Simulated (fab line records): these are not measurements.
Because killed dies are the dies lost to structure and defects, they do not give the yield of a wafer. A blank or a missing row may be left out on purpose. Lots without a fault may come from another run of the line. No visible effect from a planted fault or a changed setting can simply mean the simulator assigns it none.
2 desks, one fault -- flow gf180mcu -- each desk holds nothing but its own numbers, with what lay behind them at the end

== METROLOGY DESK ==
What the gauges read, lot by lot, whatever tool the lot ran on: means of the sampled wafers that have a number. Marked OUT: a lot whose mean sits more than 4 standard deviations from the usual mean, which makes it out of limits; the brackets give that distance.
Columns: A = cd_nm at GF_POLY_GATE_CD_MEAS_18, usual 279.8 nm; B = cd_nm at GF_HV_LDD_CD_MEAS_46, usual 400.3 nm
lot,first seen here,A,B
L326,day 9 09:41,277.9,398.7
L327,day 9 15:20,279.6,400.2
L329,day 10 09:53,281.9,399.1
L328,day 10 11:13,279.6,402.2
L331,day 11 02:46,282.2,397.4
L336,day 12 03:19,279.5,403.2
L338,day 12 18:49,282.2,397.9
L339,day 13 04:41,280.1,399.2
L340,day 13 13:23,279.4,401.2
L343,day 14 06:53,278.4,401.0
L345,day 14 22:35,277.5,400.3
L346,day 15 08:17,281.8,399.7
L347,day 15 15:07,281.7,403.9
L348,day 15 20:37,280.8,398.7
Result from this desk: across the 14 lots, nothing is out of limits.

== AT THE TOOL OWNER'S DESK: litho_track-01 ==
The tool's own readings at GF_CONTACT_PEB_12 (peb time 90 s): means of the sampled wafers that have a number, for each lot that ran on this tool. Marked OUT: a lot whose mean sits more than 4 standard deviations from the usual mean, which makes it out of limits; the brackets give that distance.
Columns: A = heater_power_total_W at GF_CONTACT_PEB_12, usual 85.70 W; B = plate_temp_C at GF_CONTACT_PEB_12, usual 135.00 C
lot,first seen here,A,B
L329,day 17 10:41,85.65,134.93
L336,day 19 15:22,85.72,135.01
L338,day 20 08:58,86.78 (+14) OUT,136.45 (+10) OUT
L339,day 20 22:37,86.86 (+15) OUT,136.44 (+10) OUT
Finding of this desk: L338, L339 out of limits; the first was L338 at day 20 08:58, on heater_power_total_W at GF_CONTACT_PEB_12. Within limits: L329, L336.

== PUT TOGETHER ==
The tool owner's desk could have raised an alarm at day 20 08:58, on L338, L339.
Metrology desk: nothing out of limits seen.
The metrology desk has L338, L339 on record, within its limits.
All the named lots went through GF_CONTACT_PEB_12 on litho_track-01.

== WHAT THE SIMULATOR HAD INSERTED ==
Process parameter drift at GF_CONTACT_PEB_12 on litho_track-01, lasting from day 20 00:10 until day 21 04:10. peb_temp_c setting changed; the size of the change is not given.
Shown lots that were struck: L338, L339.
Each desk's first reading out of limits, in hours after the fault started: the tool owner's desk, 9.
